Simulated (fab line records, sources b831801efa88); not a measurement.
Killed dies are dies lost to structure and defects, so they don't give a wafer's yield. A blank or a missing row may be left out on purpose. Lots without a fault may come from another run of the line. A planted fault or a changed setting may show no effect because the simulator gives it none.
fab line records | flow sky130
record lots=12 wafers=34 last_day=49
route steps=708 shown METAL1@451 VIA1@460 PAD_OPEN@708
lots that met no fault: from a run of the same line without faults
start_h: hours from the record's first day to the start of the lot's first wafer shown | wait_h: hours since the lot's step before | " the same as in the row above | L1.1+2: a row that stands for several wafers | - no value, or no start given | * or withheld: withheld | < > ~ a bound
route shown NAME@n: a module of which the file shows steps, and the number in the route of the first | usual: mean/standard deviation of fault-free wafers | same: alike in all rows | chamber/n: place in a boat | sites: the reading at each site | _std_site: their standard deviation | _edge_site: outer sites' mean less inner sites' | radius_mm: how far each site lies from the wafer's centre | mask NAME#n: copy n | behind: the tool/chamber that last shaped the wafer | hold: why the lot was held/for how many hours/how that ended | device: the transistor (n, p or np) that didn't switch | end of line: the same wafers' tests at the end of the route | a step without rows: its recipe alone | killed: dies lost to structure and defects at the first sort, not the wafer's yield | map: a wafer's dies, x killed, . not, _ none there
set.NAME: the setting as run; set.NAME@STEP: as run at that earlier step | model.NAME: the simulator's own value behind a step, which no gauge read
steps of the route over a sample of lots; a table a step, a row a wafer
services: from which hour (start_h, from the record's first day; less than 0 if before it) a tool's chamber was out of use, for how many hours, and why
## steps
# step SKY_METAL1_DESCUM_17
# recipe chemistry=O2 source_power_w=150 bias_power_w=0 pressure_mtorr=10 temp_c=40 time_s=8
# usual drypump_motor_current_A=5.8/0.32 oes_product_au=1.004/0.0086 temp_c=40.00/0.1
# columns lot.wafer tool chamber start_h wait_h drypump_motor_current_A oes_product_au rf_hours_counter_h temp_c
L726.1 rie_metal-02 0 760.34 0.0 5.9 1.001 13 39.92
L726.2 " 1 " " 5.9 1.017 2 39.93
L726.3 " 0 " " 5.9 1.001 - 39.84
L728.1 rie_metal-04 0 785.84 0.0 5.4 0.990 15 39.84
L728.2 " 1 " " 6.4 1.019 1 40.07
L728.6 " 1 " " 6.3 1.013 - 40.06
L729.2 rie_metal-03 0 789.64 0.0 5.6 1.005 9 39.98
L729.4 " 1 " " 5.6 1.010 - 40.06
L729.6 " 0 " " 5.6 1.010 - 40.08
L730.3 rie_metal-03 0 820.61 0.0 5.6 1.011 - 40.19
L730.4 " 1 " " 5.6 1.016 - 40.02
L730.6 " 0 " " 5.6 1.002 - 40.05
L733.1 rie_metal-04 1 823.64 0.0 6.3 0.998 3 39.94
L733.4 " 0 " " 5.4 1.003 - 40.05
L733.5 " 1 " " 6.3 1.010 - 39.76
L732.1 rie_metal-02 0 824.13 0.0 5.9 0.991 16 40.02
L732.3 " 1 " " 6.0 1.008 - 39.99
L732.6 " 0 " " 5.9 0.992 - 40.13
L731.2 rie_metal-03 1 825.04 0.0 5.6 1.015 5 40.00
L731.3 " 1 " " 5.6 1.004 - 40.18
L731.5 " 0 " " 5.6 1.006 - 40.03
L735.3 rie_metal-04 0 832.94 0.0 5.4 0.994 - 40.07
L735.5 " 0 " " 5.4 0.989 - 39.99
L735.6 " 1 " " 6.4 1.003 - 39.73
L738.1 rie_metal-03 0 853.70 0.0 5.6 1.006 11 40.01
L738.4 " 1 " " 5.6 0.999 - 40.07
L738.6 " 0 " " 5.6 0.994 - 40.20
L741.3 rie_metal-04 1 873.66 0.0 6.4 1.022 - 40.00
L741.5 " 0 " " 5.4 0.993 - 40.07
L741.6 " 1 " " 6.4 1.008 - 40.13
L742.5 rie_metal-03 0 886.55 0.0 5.6 0.990 - 39.83
L742.6 " 1 " " 5.6 0.991 - 40.11
L745.3 rie_metal-02 0 905.61 0.0 5.9 1.018 - 40.09
L745.6 " 0 " " 5.9 1.005 - 40.05
# step SKY_METAL1_METAL_ETCH_19
# recipe target_depth_a=3600 stop_on=SiO2 over_etch_frac=0.3 time_s=78 chemistry=Cl2/BCl3 resist_sidewall_deg=88 pressure_mtorr=10 icp_w=900 bias_w=48.5 Cl2_flow_sccm=60 bcl3_flow_sccm=30
# usual drypump_motor_current_A=5.8/0.32 oes_product_au=0.856/0.006 throttle_valve_pct=22.262/0.0094
# columns lot.wafer tool chamber start_h wait_h drypump_motor_current_A oes_product_au rf_hours_counter_h throttle_valve_pct
L726.1 rie_metal-02 0 760.44 0.0 5.9 0.863 13 22.254
L726.2 " 1 " " 6.0 0.860 2 22.250
L726.3 " 0 " " 5.9 0.852 - 22.268
L728.1 rie_metal-04 0 785.94 0.0 5.4 0.840 15 22.259
L728.2 " 1 " " 6.3 0.851 1 22.268
L728.6 " 1 " " 6.3 0.853 - 22.256
L729.2 rie_metal-03 0 789.74 0.0 5.6 0.852 9 22.261
L729.4 " 1 " " 5.6 0.853 - 22.266
L729.6 " 0 " " 5.6 0.859 - 22.254
L730.3 rie_metal-03 0 820.72 0.1 5.6 0.857 - 22.266
L730.4 " 1 " " 5.6 0.860 - 22.255
L730.6 " 0 " " 5.6 0.858 - 22.271
L733.1 rie_metal-04 1 823.74 0.0 6.3 0.860 3 22.278
L733.4 " 0 " " 5.4 0.869 - 22.259
L733.5 " 1 " " 6.3 0.871 - 22.252
L732.1 rie_metal-02 0 824.22 0.0 5.9 0.866 16 22.261
L732.3 " 1 " " 6.0 0.854 - 22.270
L732.6 " 0 " " 5.9 0.854 - 22.265
L731.2 rie_metal-03 1 825.14 0.0 5.6 0.850 5 22.258
L731.3 " 1 " " 5.6 0.865 - 22.276
L731.5 " 0 " " 5.6 0.857 - 22.258
L735.3 rie_metal-04 0 833.05 0.1 5.4 0.859 - 22.246
L735.5 " 0 " " 5.4 0.863 - 22.259
L735.6 " 1 " " 6.4 0.859 - 22.254
L738.1 rie_metal-03 0 853.79 0.0 5.5 0.854 11 22.262
L738.4 " 1 " " 5.6 0.854 - 22.262
L738.6 " 0 " " 5.6 0.854 - 22.253
L741.3 rie_metal-04 1 873.77 0.1 6.3 0.842 - 22.250
L741.5 " 0 " " 5.4 0.853 - 22.271
L741.6 " 1 " " 6.3 0.859 - 22.258
L742.5 rie_metal-03 0 886.68 0.1 5.6 0.856 - 22.257
L742.6 " 1 " " 5.6 0.852 - 22.244
L745.3 rie_metal-02 0 905.72 0.1 5.9 0.862 - 22.262
L745.6 " 0 " " 5.9 0.853 - 22.266
# step SKY_VIA1_CMP_02
# recipe material=SiO2 down_force_psi=4 platen_rpm=60 pad_velocity_m_s=0.94248
# usual motor_current_A=12.2/0.79 slurry_flow_ml_min=150.0/0.39
# columns lot.wafer tool chamber start_h wait_h motor_current_A slurry_flow_ml_min
L726.1 cmp-02 1 761.29 0.1 13.0 150.3
L726.2 " 3 " " 12.4 149.8
L726.3 " 0 " " 12.0 149.9
L728.1 cmp-01 1 787.07 0.3 11.2 150.2
L728.2 " 3 " " 10.4 149.5
L728.6 " 1 " " 11.9 150.3
L729.2 cmp-01 0 790.63 0.0 12.6 150.0
L729.4 " 2 " " 13.2 150.1
L729.6 " 1 " " 11.4 149.9
L730.4 cmp-02 3 821.58 0.0 12.1 150.2
L730.3 " 2 " " 11.8 150.0
L730.6 " 0 " " 12.6 150.5
L733.4 cmp-02 2 824.59 0.0 11.8 149.4
L733.1 " 3 " " 11.9 149.6
L733.5 " 3 " " 12.0 149.7
L732.1 cmp-01 2 825.13 0.1 13.2 150.2
L732.3 " 0 " " 12.6 149.7
L732.6 " 2 " " 12.9 149.7
L731.2 cmp-02 0 826.04 0.1 13.0 150.1
L731.3 " 2 " " 12.1 150.4
L731.5 " 3 " " 12.5 149.4
L735.3 cmp-02 0 834.03 0.2 12.5 149.7
L735.6 " 1 " " 12.6 150.2
L735.5 " 2 " " 11.9 150.5
L738.1 cmp-02 2 854.74 0.2 12.2 149.4
L738.4 " 0 " " 12.8 150.3
L738.6 " 2 " " 12.5 150.2
L741.3 cmp-02 2 874.66 0.1 12.7 149.6
L741.6 " 2 " " 12.7 150.2
L741.5 " 3 " " 11.6 150.2
L742.5 cmp-01 3 887.68 0.2 9.5 150.2
L742.6 " 0 " " 13.1 150.5
L745.3 cmp-02 0 906.59 0.1 12.3 149.3
L745.6 " 0 " " 13.0 149.3
# step SKY_VIA1_SOFTBAKE_08
# recipe temp_c=100 time_s=90 resist=KrF-thick
# usual heater_power_total_W=57.36/0.11 run_length_s=119.19/0.1
# columns lot.wafer tool chamber start_h wait_h heater_power_total_W run_length_s
L726.1 litho_track-03 0 774 - 57.33 119.09
L726.2 " 0 " " 57.27 119.11
L726.3 " 0 " " 57.27 119.21
L728.1 litho_track-02 0 800 - 57.47 119.15
L728.2 " 0 " " 57.31 119.18
L728.6 " 0 " " 57.30 119.45
L729.2 litho_track-02 0 803 - 57.17 119.48
L729.4 " 0 " " 57.48 119.27
L729.6 " 0 " " 57.41 119.15
L730.3 litho_track-03 0 834 - 57.34 119.20
L730.4 " 0 " " 57.37 119.33
L730.6 " 0 " " 57.24 119.00
L733.1 litho_track-02 0 837 - 57.36 119.17
L733.4 " 0 " " 57.43 119.26
L733.5 " 0 " " 57.40 119.38
L732.1 litho_track-03 0 838 - 57.42 119.28
L732.3 " 0 " " 57.14 119.17
L732.6 " 0 " " 57.22 119.14
L731.2 litho_track-04 0 839 - 57.44 119.18
L731.3 " 0 " " 57.30 119.15
L731.5 " 0 " " 57.51 119.16
L735.3 litho_track-03 0 848 - 57.30 119.10
L735.5 " 0 " " 57.24 119.11
L735.6 " 0 " " 57.36 119.17
L738.1 litho_track-02 0 868 - 57.38 119.13
L738.4 " 0 " " 57.42 119.20
L738.6 " 0 " " 57.49 119.37
L741.3 litho_track-02 0 887 - 62.03 99.74
L741.5 " 0 " " 57.42 119.18
L741.6 " 0 " " 62.11 99.67
L742.5 litho_track-02 0 900 - 57.37 119.29
L742.6 " 0 " " 62.07 99.69
L745.3 litho_track-02 0 919 - 61.99 99.91
L745.6 " 0 " " 62.12 99.73
# step SKY_PAD_OPEN_PROBE_99
# usual defect_limited_yield=82.2/1.9 killed_at_M0_to_M3=43/6.5 killed_at_M4_up=3.5/1.9 killed_at_contacts=24/5.4 killed_at_front_end=16/4.8 killed_at_other=0.4/0.64 killed_dies=87/9.4 killed_open=47/7 killed_short=40/6.3 sort_bin_3_pad_short=0.9/0.4 sort_bin_5_function=10.5/1.4 sort_bin_6_memory=6.3/1.1 sort_n_pass=405/9.4 sort_yield_pct=82.2/1.9
# same gross_dies=492 killed_at_back_side=0 sort_bin_4_leakage[%]=0 sort_bin_8_speed[%]=0
# columns lot.wafer tool chamber start_h wait_h defect_limited_yield[%] killed_at_M0_to_M3 killed_at_M4_up killed_at_contacts killed_at_front_end killed_at_other killed_dies killed_open killed_short sort_bin_3_pad_short[%] sort_bin_5_function[%] sort_bin_6_memory[%] sort_n_pass sort_yield_pct[%]
L730.3 prober-01 - 1118.95 0.2 84.3 36 2 27 12 0 77 48 29 0.6 10.2 4.9 415 84.3
L730.4 prober-01 - 1119.00 0.2 83.1 41 4 22 16 0 83 46 37 0.6 9.8 6.5 409 83.1
L730.6 prober-01 - 1119.10 0.2 82.3 31 4 28 22 2 87 42 44 1.0 10.8 5.9 405 82.3
L733.1 prober-02 - 1121.41 0.1 80.9 40 9 26 18 1 94 53 41 0.4 10.8 7.9 398 80.9
L733.4 prober-02 - 1121.56 0.2 84.6 43 0 14 18 1 76 39 37 1.4 8.9 5.1 416 84.6
L733.5 prober-02 - 1121.61 0.2 84.3 42 4 12 16 3 77 41 36 0.6 8.7 6.3 415 84.3
L732.1 prober-01 - 1123.01 0.1 81.9 33 4 31 21 0 89 53 34 0.4 11.0 6.7 403 81.9
L732.3 prober-01 - 1123.11 0.2 82.9 37 2 22 23 0 84 41 41 0.6 12.0 4.5 408 82.9
L732.6 prober-01 - 1123.26 0.2 85.4 42 2 18 10 0 72 42 29 0.6 7.1 6.9 420 85.4
L738.1 prober-02 - 1144.61 0.1 85.0 38 4 20 11 1 74 44 29 0.6 8.3 6.1 418 85.0
# killed by level:class
L730.3 CONTACT:geometric_particle:open=13 VIA3:geometric_particle:open=10 VIA1:geometric_particle:open=9 LOCAL_INTERCONNECT:geometric_particle:short=7 LI_CONTACT:geometric_particle:open=4 METAL1:geometric_particle:short=4 METAL3:geometric_particle:short=4 SONOS_ONO:geometric_particle:open=3
L730.4 CONTACT:geometric_particle:open=10 VIA2:geometric_particle:open=8 METAL2:geometric_particle:short=7 VIA3:geometric_particle:open=7 POLY_GATE:geometric_particle:open=4 LOCAL_INTERCONNECT:geometric_particle:short=4 VIA1:geometric_particle:short=4 VIA1:geometric_particle:open=4
L730.6 CONTACT:geometric_particle:open=11 FIELD_ISO:geometric_particle:short=6 LI_CONTACT:geometric_particle:open=6 FIELD_ISO:geometric_particle:open=5 CONTACT:geometric_particle:short=5 METAL2:geometric_particle:short=5 VIA2:geometric_particle:open=5 METAL3:geometric_particle:short=5
L733.1 LI_CONTACT:geometric_particle:open=11 VIA1:geometric_particle:open=11 VIA2:geometric_particle:open=9 METAL4:geometric_particle:short=6 POLY_GATE:geometric_particle:short=5 FIELD_ISO:geometric_particle:open=4 LI_CONTACT:geometric_particle:short=4 LOCAL_INTERCONNECT:geometric_particle:short=4
L733.4 VIA1:geometric_particle:open=11 VIA2:geometric_particle:open=9 METAL2:geometric_particle:short=8 FIELD_ISO:geometric_particle:short=5 LI_CONTACT:geometric_particle:open=5 FIELD_ISO:geometric_particle:open=4 LI_CONTACT:geometric_particle:short=4 METAL1:geometric_particle:short=4
L733.5 VIA1:geometric_particle:open=16 FIELD_ISO:geometric_particle:short=6 VIA1:geometric_particle:short=6 FIELD_ISO:geometric_particle:open=5 POLY_GATE:geometric_particle:short=3 LI_CONTACT:geometric_particle:open=3 LOCAL_INTERCONNECT:geometric_particle:short=3 CONTACT:geometric_particle:open=3
L732.1 CONTACT:geometric_particle:open=11 VIA1:geometric_particle:open=9 VIA2:geometric_particle:open=7 VIA3:geometric_particle:open=7 FIELD_ISO:geometric_particle:open=6 LI_CONTACT:geometric_particle:open=6 LI_CONTACT:geometric_particle:short=5 LOCAL_INTERCONNECT:geometric_particle:short=5
L732.3 VIA1:geometric_particle:open=9 CONTACT:geometric_particle:open=8 METAL1:geometric_particle:short=8 FIELD_ISO:geometric_particle:short=7 CONTACT:geometric_particle:short=6 VIA3:geometric_particle:open=5 POLY_GATE:geometric_particle:short=4 LI_CONTACT:geometric_particle:open=4
L732.6 VIA1:geometric_particle:open=11 METAL1:geometric_particle:short=9 LI_CONTACT:geometric_particle:open=7 VIA2:geometric_particle:open=7 CONTACT:geometric_particle:open=6 METAL2:geometric_particle:short=4 LI_CONTACT:geometric_particle:short=3 VIA3:geometric_particle:open=3
L738.1 VIA1:geometric_particle:open=13 CONTACT:geometric_particle:open=9 VIA3:geometric_particle:open=6 METAL1:geometric_particle:short=5 CONTACT:geometric_particle:short=5 POLY_GATE:geometric_particle:open=4 POLY_GATE:geometric_particle:short=4 LI_CONTACT:geometric_particle:open=4
## services
# columns tool chamber start_h hours kind
cmp-02 - 743.57 1.6 repair
cmp-01 - 745.76 4.0 pm
cmp-01 - 745.77 0.9 repair
cmp-01 - 759.12 1.3 repair
cmp-02 - 786.64 30.2 repair
rie_metal-04 0 789.78 - clean
rie_metal-04 0 789.78 16.1 scheduled_down
rie_metal-04 0 789.78 16.1 vent_cycle
cmp-02 - 804.44 1.9 repair
cmp-02 - 815.79 3.2 repair
rie_metal-02 0 828.38 16.2 repair
cmp-01 - 849.92 7.5 pm
rie_metal-02 0 858.57 7.4 repair
rie_metal-02 0 866.25 - clean
rie_metal-02 0 866.25 29.1 scheduled_down
rie_metal-02 0 866.25 29.1 vent_cycle
rie_metal-04 1 886.63 3.6 repair
cmp-02 - 887.99 2.6 repair
rie_metal-04 - 895.03 2.8 pm
cmp-02 - 912.00 4.0 pm
cmp-02 - 916.00 - consumable_replace:conditioner
cmp-02 - 916.00 - consumable_replace:pad
cmp-02 - 916.32 6.9 pm
litho_track-03 - 916.40 - consumable_replace:filter
## key
first_sign step=SKY_VIA1_SOFTBAKE_08 reading=run_length_s direction=down sigmas=99+ usual=* struck=*
effect step=SKY_VIA1_SOFTBAKE_08 reading=heater_power_total_W direction=up sigmas=43 usual=* struck=*
met_at SKY_VIA1_SOFTBAKE_08
struck_lots L741,L742,L745
struck_wafers L741.3,L741.6,L742.6,L745.3,L745.6
not_acting_at SKY_METAL1_DESCUM_17,SKY_METAL1_METAL_ETCH_19,SKY_VIA1_CMP_02
onset_between 868 887
fault kind=process_parameter_drift tool=litho_track-02 chamber=- onset_h=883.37 steps=SKY_VIA1_SOFTBAKE_08 channel=time_s offset=* shape=step end_h=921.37 scope=struck_wafers_only acts_in=* stated=*
